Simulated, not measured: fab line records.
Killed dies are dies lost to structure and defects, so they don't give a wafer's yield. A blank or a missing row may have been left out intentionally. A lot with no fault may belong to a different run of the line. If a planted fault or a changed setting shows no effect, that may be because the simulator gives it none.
Which tool is to blame? :: flow sfqLine :: Sampling: 7 lots, 21 wafers, 6 of 325 route steps

WHAT THE GAUGES READ, wafer by wafer
SFQ_M8_RS_MEAS_949: the measuring method here is four-point-probe.
lot: L411
measured: day 80 17:54
on: filmMetro-04
M8_AU_RS (ohm/sq): 0.1545 0.1521 0.1528

lot: L413
measured: day 81 18:15
on: filmMetro-02
M8_AU_RS (ohm/sq): 0.1545 0.1557 0.1555

lot: L415
measured: day 82 04:21
on: filmMetro-03
M8_AU_RS (ohm/sq): 0.1527 0.1538 0.1520

lot: L418
measured: day 85 06:26
on: filmMetro-04
M8_AU_RS (ohm/sq): 0.1512 0.1495 0.1505

lot: L420
measured: day 86 13:50
on: filmMetro-02
M8_AU_RS (ohm/sq): 0.1539 0.1515 0.1526

lot: L429
measured: day 92 04:44
on: filmMetro-04
M8_AU_RS (ohm/sq): 0.1520 0.1540 0.1557

lot: L431
measured: day 92 12:31
on: filmMetro-04
M8_AU_RS (ohm/sq): 0.1519 0.1561 0.1546

WHAT TOOL EACH LOT RAN ON (gives the tool, then ch and the chambers of the sampled wafers, and finally the start)
lot: L411
SFQ_TRILAYER_I0_CMP_CMP_028: cmp-02 ch 0,1,3, day 6 21:59
SFQ_TRILAYER_I0_METRO_MEASURE_029: filmMetro-02, day 7 01:07
SFQ_TRILAYER_I0_VIA_ETCH_VIA_ETCH_034: rieDiel-03 ch 1,3, day 10 04:31
SFQ_TRILAYER_I6_VIA_STRIP_STRIP_173: rieMetal-03 ch 0,1, day 76 02:46
SFQ_TRILAYER_I7_VIA_BARC_OPEN_VIA_ETCH_260: rieDiel-03 ch 0,2,3, day 80 13:24

lot: L413
SFQ_TRILAYER_I0_CMP_CMP_028: cmp-02 ch 2,3, day 7 06:59
SFQ_TRILAYER_I0_METRO_MEASURE_029: filmMetro-02, day 7 10:43
SFQ_TRILAYER_I0_VIA_ETCH_VIA_ETCH_034: rieDiel-01 ch 0,3, day 10 11:43
SFQ_TRILAYER_I6_VIA_STRIP_STRIP_173: rieMetal-02 ch 0,1, day 76 11:25
SFQ_TRILAYER_I7_VIA_BARC_OPEN_VIA_ETCH_260: rieDiel-02 ch 0,2,3, day 81 11:08

lot: L415
SFQ_TRILAYER_I0_CMP_CMP_028: cmp-01 ch 0,2,3, day 7 17:10
SFQ_TRILAYER_I0_METRO_MEASURE_029: filmMetro-04, day 7 20:17
SFQ_TRILAYER_I0_VIA_ETCH_VIA_ETCH_034: rieDiel-02 ch 1,2,3, day 11 01:22
SFQ_TRILAYER_I6_VIA_STRIP_STRIP_173: rieMetal-02 ch 0,1, day 76 18:25
SFQ_TRILAYER_I7_VIA_BARC_OPEN_VIA_ETCH_260: rieDiel-02 ch 0,2,3, day 81 23:15

lot: L418
SFQ_TRILAYER_I0_CMP_CMP_028: cmp-01 ch 1,2, day 8 17:10
SFQ_TRILAYER_I0_METRO_MEASURE_029: filmMetro-02, day 8 20:29
SFQ_TRILAYER_I0_VIA_ETCH_VIA_ETCH_034: rieDiel-02 ch 0,1,2, day 11 20:34
SFQ_TRILAYER_I6_VIA_STRIP_STRIP_173: rieMetal-03 ch 0,1, day 80 19:34
SFQ_TRILAYER_I7_VIA_BARC_OPEN_VIA_ETCH_260: rieDiel-01 ch 0,1,2, day 85 01:47

lot: L420
SFQ_TRILAYER_I0_CMP_CMP_028: cmp-01 ch 0,2,3, day 8 23:10
SFQ_TRILAYER_I0_METRO_MEASURE_029: filmMetro-02, day 9 02:17
SFQ_TRILAYER_I0_VIA_ETCH_VIA_ETCH_034: rieDiel-03 ch 0,2,3, day 12 05:43
SFQ_TRILAYER_I6_VIA_STRIP_STRIP_173: rieMetal-02 ch 0,1, day 81 03:58
SFQ_TRILAYER_I7_VIA_BARC_OPEN_VIA_ETCH_260: rieDiel-02 ch 1,2,3, day 86 03:28

lot: L429
SFQ_TRILAYER_I0_CMP_CMP_028: cmp-02 ch 1,2,3, day 10 22:19
SFQ_TRILAYER_I0_METRO_MEASURE_029: filmMetro-02, day 11 01:26
SFQ_TRILAYER_I0_VIA_ETCH_VIA_ETCH_034: rieDiel-02 ch 0,3, day 14 16:31
SFQ_TRILAYER_I6_VIA_STRIP_STRIP_173: rieMetal-04 ch 0,1, day 85 07:25
SFQ_TRILAYER_I7_VIA_BARC_OPEN_VIA_ETCH_260: rieDiel-01 ch 1,2,3, day 91 23:35

lot: L431
SFQ_TRILAYER_I0_CMP_CMP_028: cmp-02 ch 0,2, day 11 13:49
SFQ_TRILAYER_I0_METRO_MEASURE_029: filmMetro-04, day 11 16:50
SFQ_TRILAYER_I0_VIA_ETCH_VIA_ETCH_034: rieDiel-01 ch 1,3, day 15 10:37
SFQ_TRILAYER_I6_VIA_STRIP_STRIP_173: rieMetal-02 ch 0,1, day 85 20:49
SFQ_TRILAYER_I7_VIA_BARC_OPEN_VIA_ETCH_260: rieDiel-01 ch 1,2,3, day 92 07:59
- SFQ_TRILAYER_I0_CMP_CMP_028: polishes SiO2.
- SFQ_TRILAYER_I0_METRO_MEASURE_029
- SFQ_TRILAYER_I0_VIA_ETCH_VIA_ETCH_034: etches SiO2 in CHF3, stops on Nb, target depth 260 nm.
- SFQ_TRILAYER_I6_VIA_STRIP_STRIP_173: strips in O2.
- SFQ_TRILAYER_I7_VIA_BARC_OPEN_VIA_ETCH_260: etches BARC in O2, target depth 125 nm, time 41.7 s.

THE ANSWER, worked out from the rows above alone
Rule: what is usual is taken from the lots themselves. The widest of any qualifying gaps counts: lots, ordered by their means at a reading, are off when they make up no more than a third of the lots, leave a main group of 4 or more, and stand apart from it by 3 or more times the standard deviation of that group's means. A main group is skipped when, at the precision printed for the reading in the tables above, its means are all equal. A lot without any number at a reading at which 4 lots or more have one is off too. The other lots that the step has rows for count as sound.
None of the lots is off at any reading shown; this tells nothing.

WHAT THE SIMULATOR HAD PUT IN
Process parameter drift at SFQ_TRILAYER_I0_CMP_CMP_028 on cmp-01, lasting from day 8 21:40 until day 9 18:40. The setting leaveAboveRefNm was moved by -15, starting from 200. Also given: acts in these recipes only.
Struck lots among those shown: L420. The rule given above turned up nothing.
